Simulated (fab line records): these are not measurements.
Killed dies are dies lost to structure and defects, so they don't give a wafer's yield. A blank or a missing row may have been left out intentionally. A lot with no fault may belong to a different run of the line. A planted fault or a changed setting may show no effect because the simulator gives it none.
Chamber matching :: flow gf180mcu :: GF_POLY_GATE_ETCH_13 on rieSi-02: 4 sister chambers
The step etches poly-Si in HBr/Cl2, stops on SiO2, target depth 198.5 nm, time 69.6 s. 8 wafers are shown with their chamber, then 7 later ones without.

WAFERS PAIRED WITH THEIR CHAMBERS
wafer: L494.3
chamber: 0
drypumpMotorCurrentA (A): 5.6
oesProductAu (a.u.): 0.995

wafer: L496.4
chamber: 1
drypumpMotorCurrentA (A): 5.8
oesProductAu (a.u.): 0.986

wafer: L496.5
chamber: 2
drypumpMotorCurrentA (A): 6.2
oesProductAu (a.u.): 0.981

wafer: L501.4
chamber: 3
drypumpMotorCurrentA (A): 5.0
oesProductAu (a.u.): 0.989

wafer: L501.5
chamber: 2
drypumpMotorCurrentA (A): 6.2
oesProductAu (a.u.): 0.991

wafer: L501.6
chamber: 1
drypumpMotorCurrentA (A): 5.8
oesProductAu (a.u.): 0.997

wafer: L509.2
chamber: 3
drypumpMotorCurrentA (A): 5.1
oesProductAu (a.u.): 0.994

wafer: L509.5
chamber: 0
drypumpMotorCurrentA (A): 5.5
oesProductAu (a.u.): 0.989

WAFERS WITH NO CHAMBER GIVEN
wafer: L509.6
drypumpMotorCurrentA (A): 5.0
oesProductAu (a.u.): 0.999

wafer: L510.1
drypumpMotorCurrentA (A): 5.8
oesProductAu (a.u.): 0.980

wafer: L510.3
drypumpMotorCurrentA (A): 6.2
oesProductAu (a.u.): 0.991

wafer: L510.6
drypumpMotorCurrentA (A): 5.8
oesProductAu (a.u.): 0.994

wafer: L511.2
drypumpMotorCurrentA (A): 6.2
oesProductAu (a.u.): 0.987

wafer: L511.3
drypumpMotorCurrentA (A): 5.0
oesProductAu (a.u.): 0.996

wafer: L511.6
drypumpMotorCurrentA (A): 5.0
oesProductAu (a.u.): 0.991

THE CHAMBER EACH PASSED THROUGH
wafer: L509.6
from the rows above: 3
in truth: 3

wafer: L510.1
from the rows above: 1
in truth: 1

wafer: L510.3
from the rows above: 2
in truth: 2

wafer: L510.6
from the rows above: 1
in truth: 1

wafer: L511.2
from the rows above: 2
in truth: 2

wafer: L511.3
from the rows above: 3
in truth: 3

wafer: L511.6
from the rows above: 3
in truth: 3
Placed correctly: 7 of 7. Can't be placed from these rows: 0. Wrongly placed: 0.
How it was worked out, from the rows above alone: a wafer's distance from a chamber is the root of the sum, over the readings, of the square of ((its reading less the chamber's mean) divided by the reading's scatter). If the next closest chamber is less than 2 further off than the closest, the wafer can't be placed; otherwise it belongs to the closest. For every chamber, the mean is computed from those of its wafers that are shown. The scatter: the root of (the sum of the squares of (reading less its chamber's mean) over the shown wafers, divided by (wafers less chambers)).
